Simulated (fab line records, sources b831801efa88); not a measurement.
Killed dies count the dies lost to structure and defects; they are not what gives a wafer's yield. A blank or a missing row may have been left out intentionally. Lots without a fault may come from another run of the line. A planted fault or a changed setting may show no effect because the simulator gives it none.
Commonality check across tools | flow gf180mcu | 45 wafers sampled across 13 lots

## WHAT PROMPTED THE OPENING
2 of 13 lots carry a flag on the reading MIM_CVD_05_THK at GF_MIM_THK_MEAS_06. Wafers without a fault read 42.1 nm, standard deviation 0.51.
Rule: a lot is flagged in two cases, either no wafer of it has a number, or all its wafers with numbers fall more than 4 standard deviations from that mean. As for the other lots, they are considered sound.

lot  | measured     | on            | MIM_CVD_05_THK (nm), wafer by wafer | flag
L486 | day 24 18:42 | film metro-04 | 42.0 42.5 42.3                      |
L487 | day 24 23:04 | film metro-04 | 42.1 42.7 43.1                      |
L488 | day 25 12:07 | film metro-04 | 42.3 41.1 42.1                      |
L489 | day 25 19:44 | film metro-04 | 41.7 42.3 42.9                      |
L490 | day 26 05:37 | film metro-02 | 41.8 42.4 41.7                      |
L493 | day 27 04:36 | film metro-03 | 43.3 42.9 42.5                      |
L495 | day 27 20:40 | film metro-03 | 41.9 41.6 42.6                      |
L497 | day 28 12:41 | film metro-02 | 42.3 42.5 43.2                      |
L498 | day 28 16:29 | film metro-03 | 29.5 29.8 30.2 29.4 29.8 30.2       | FLAGGED
L501 | day 29 10:45 | film metro-02 | 30.2 29.9 30.1 30.2 29.9 30.1       | FLAGGED
L504 | day 30 05:47 | film metro-03 | 42.1 42.5 42.8                      |
L506 | day 30 16:30 | film metro-04 | 41.7 42.4 42.7                      |
L508 | day 31 01:43 | film metro-02 | 42.7 42.4 42.3                      |
The numbers of the flagged lots are 29.9 nm on average: -12.2 nm against the usual, or -24 standard deviations.

## EACH LOT AND THE TOOL IT RAN ON
The record holds 2 process steps before the reading, out of a route of 602 steps. Read each cell as the tool, then ch plus the chambers that the sampled wafers visited, then the start.
lot  | flag    | GF_MIM_SPUTTER_00            | GF_MIM_CVD_05
L486 |         | pvd sputter-02, day 24 18:26 | pecvd-04 ch 0,2, day 24 18:40
L487 |         | pvd sputter-03, day 24 22:47 | pecvd-02 ch 1,2, day 24 23:01
L488 |         | pvd sputter-03, day 25 11:52 | pecvd-03 ch 0,2, day 25 12:05
L489 |         | pvd sputter-03, day 25 19:29 | pecvd-02 ch 0,2, day 25 19:43
L490 |         | pvd sputter-02, day 26 05:21 | pecvd-03 ch 1,2, day 26 05:35
L493 |         | pvd sputter-03, day 27 04:19 | pecvd-03 ch 0,1,2, day 27 04:33
L495 |         | pvd sputter-03, day 27 20:25 | pecvd-03 ch 0,1,2, day 27 20:38
L497 |         | pvd sputter-04, day 28 12:26 | pecvd-03 ch 0,1, day 28 12:39
L498 | FLAGGED | pvd sputter-04, day 28 16:12 | pecvd-02 ch 0,1,2, day 28 16:25
L501 | FLAGGED | pvd sputter-04, day 29 10:29 | pecvd-02 ch 0,2, day 29 10:43
L504 |         | pvd sputter-02, day 30 05:30 | pecvd-03 ch 0,2, day 30 05:44
L506 |         | pvd sputter-03, day 30 16:14 | pecvd-04 ch 0,1, day 30 16:28
L508 |         | pvd sputter-03, day 31 01:26 | pecvd-04 ch 0,1,2, day 31 01:41
What is done by these steps:
- GF_MIM_SPUTTER_00: material Ti, target thk 37.5 nm, time 150 s.
- GF_MIM_CVD_05: deposits Si3N4, target thk 42 nm, time 29.086 s.
- GF_MIM_THK_MEAS_06

## FLAGGED AGAINST TOTAL, ONE TOOL AT A TIME (gauges that did the reading follow at the end)
step               | tool           | lots run | flagged | share of the flagged lots | sound lots run after its first flagged lot
GF_MIM_SPUTTER_00  | pvd sputter-02 | 3        | 0       | none                      | -
GF_MIM_SPUTTER_00  | pvd sputter-03 | 7        | 0       | none                      | -
GF_MIM_SPUTTER_00  | pvd sputter-04 | 3        | 2       | all                       | 0
GF_MIM_CVD_05      | pecvd-02       | 4        | 2       | all                       | 0
GF_MIM_CVD_05      | pecvd-03       | 6        | 0       | none                      | -
GF_MIM_CVD_05      | pecvd-04       | 3        | 0       | none                      | -
GF_MIM_THK_MEAS_06 | film metro-02  | 4        | 1       | some                      | 1 (L508)
GF_MIM_THK_MEAS_06 | film metro-03  | 4        | 1       | some                      | 1 (L504)
GF_MIM_THK_MEAS_06 | film metro-04  | 5        | 0       | none                      | -

## WHAT IS ALLOWED BY THE TABLE
2 rows of the table ran every flagged lot: pvd sputter-04 at GF_MIM_SPUTTER_00, pecvd-02 at GF_MIM_CVD_05.
- pvd sputter-04 at GF_MIM_SPUTTER_00 ran 3 lots, 2 of them flagged. Last sound lot L497 at day 28 12:26, first flagged lot L498 at day 28 16:12; a fault beginning in between fits.
- pecvd-02 at GF_MIM_CVD_05 ran 4 lots, 2 of them flagged. Last sound lot L489 at day 25 19:43, first flagged lot L498 at day 28 16:25; a fault beginning in between fits.
A lot count leaves these 2 tools indistinguishable: every one of them fits a fault beginning at some hour. More lots, or a look at what each step does to the wafer, might.

## WHAT WAS PUT IN BY THE SIMULATOR
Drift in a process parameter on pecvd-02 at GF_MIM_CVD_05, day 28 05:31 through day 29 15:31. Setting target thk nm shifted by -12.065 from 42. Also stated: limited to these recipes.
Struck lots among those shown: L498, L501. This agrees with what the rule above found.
